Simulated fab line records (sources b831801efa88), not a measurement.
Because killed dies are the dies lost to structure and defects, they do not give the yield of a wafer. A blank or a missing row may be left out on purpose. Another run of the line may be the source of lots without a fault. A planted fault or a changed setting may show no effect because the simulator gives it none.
Which tool was responsible? || flow gf180mcu || Sampling: 7 lots, 21 wafers, 2 of 602 route steps

WHAT THE GAUGES READ, wafer by wafer
GF_VT_IMPLANT_TW_MEAS_43.
{"lot": "L578", "measured": "day 7 21:47", "on": "film metro-03", "VT_IMPLANT_4_TW": "682.5 681.7 678.1"}
{"lot": "L580", "measured": "day 8 09:34", "on": "film metro-02", "VT_IMPLANT_4_TW": "684.3 683.0 682.6"}
{"lot": "L583", "measured": "day 9 02:42", "on": "film metro-03", "VT_IMPLANT_4_TW": "682.5 679.4 678.8"}
{"lot": "L590", "measured": "day 11 05:44", "on": "film metro-03", "VT_IMPLANT_4_TW": "704.0 702.1 704.3"}
{"lot": "L594", "measured": "day 12 09:32", "on": "film metro-03", "VT_IMPLANT_4_TW": "679.6 677.9 680.5"}
{"lot": "L596", "measured": "day 13 01:09", "on": "film metro-02", "VT_IMPLANT_4_TW": "682.8 685.1 684.6"}
{"lot": "L600", "measured": "day 14 02:13", "on": "film metro-03", "VT_IMPLANT_4_TW": "683.2 679.5 681.5"}

WHICH TOOL RAN EACH LOT (tool, then ch and the chambers of the sampled wafers, then the start)
{"lot": "L578", "GF_VT_IMPLANT_IMPLANT_41": "implanter-02 ch 0, day 7 21:32"}
{"lot": "L580", "GF_VT_IMPLANT_IMPLANT_41": "implanter-04 ch 0, day 8 09:20"}
{"lot": "L583", "GF_VT_IMPLANT_IMPLANT_41": "implanter-01 ch 0, day 9 02:29"}
{"lot": "L590", "GF_VT_IMPLANT_IMPLANT_41": "implanter-01 ch 0, day 11 05:30"}
{"lot": "L594", "GF_VT_IMPLANT_IMPLANT_41": "implanter-02 ch 0, day 12 09:17"}
{"lot": "L596", "GF_VT_IMPLANT_IMPLANT_41": "implanter-04 ch 0, day 13 00:55"}
{"lot": "L600", "GF_VT_IMPLANT_IMPLANT_41": "implanter-04 ch 0, day 14 01:58"}
- GF_VT_IMPLANT_IMPLANT_41

THE ANSWER, worked out from the rows above alone
Rule: usual is defined by the lots themselves. Put in order of their means at a reading, lots are off if they are a third of the lots or fewer, leave a main group of 4 or more, and stand apart from it by a gap of 3 or more times the standard deviation of the main group's means; of several such gaps the widest counts. The tables above print the reading to a certain number of digits; a main group whose means all agree to those digits is not used. Also off: a lot with no number at a reading for which 4 or more lots have one. Any other lot the step has rows for is counted as sound.
Off: L590, seen at GF_VT_IMPLANT_TW_MEAS_43 (VT_IMPLANT_4_TW). For the main group the mean is 681.5 and the standard deviation 1.7.
A tool fits if, at a process step before that reading, it ran every lot that is off, and no sound lot after the first of them. Gauges at GF_VT_IMPLANT_TW_MEAS_43: tried the same way as those tools. One candidate fits, namely implanter-01 at GF_VT_IMPLANT_IMPLANT_41. Its last sound lot is L583 (day 9 02:29), its first lot that is off L590 (day 11 05:30): a fault that began between those two fits.

WHAT THE SIMULATOR HAD PUT IN
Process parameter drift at GF_VT_IMPLANT_IMPLANT_41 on implanter-01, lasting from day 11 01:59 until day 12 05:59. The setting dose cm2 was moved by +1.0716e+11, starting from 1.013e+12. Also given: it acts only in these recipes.
Shown lots that were struck: L590. The rule above reached the same finding.
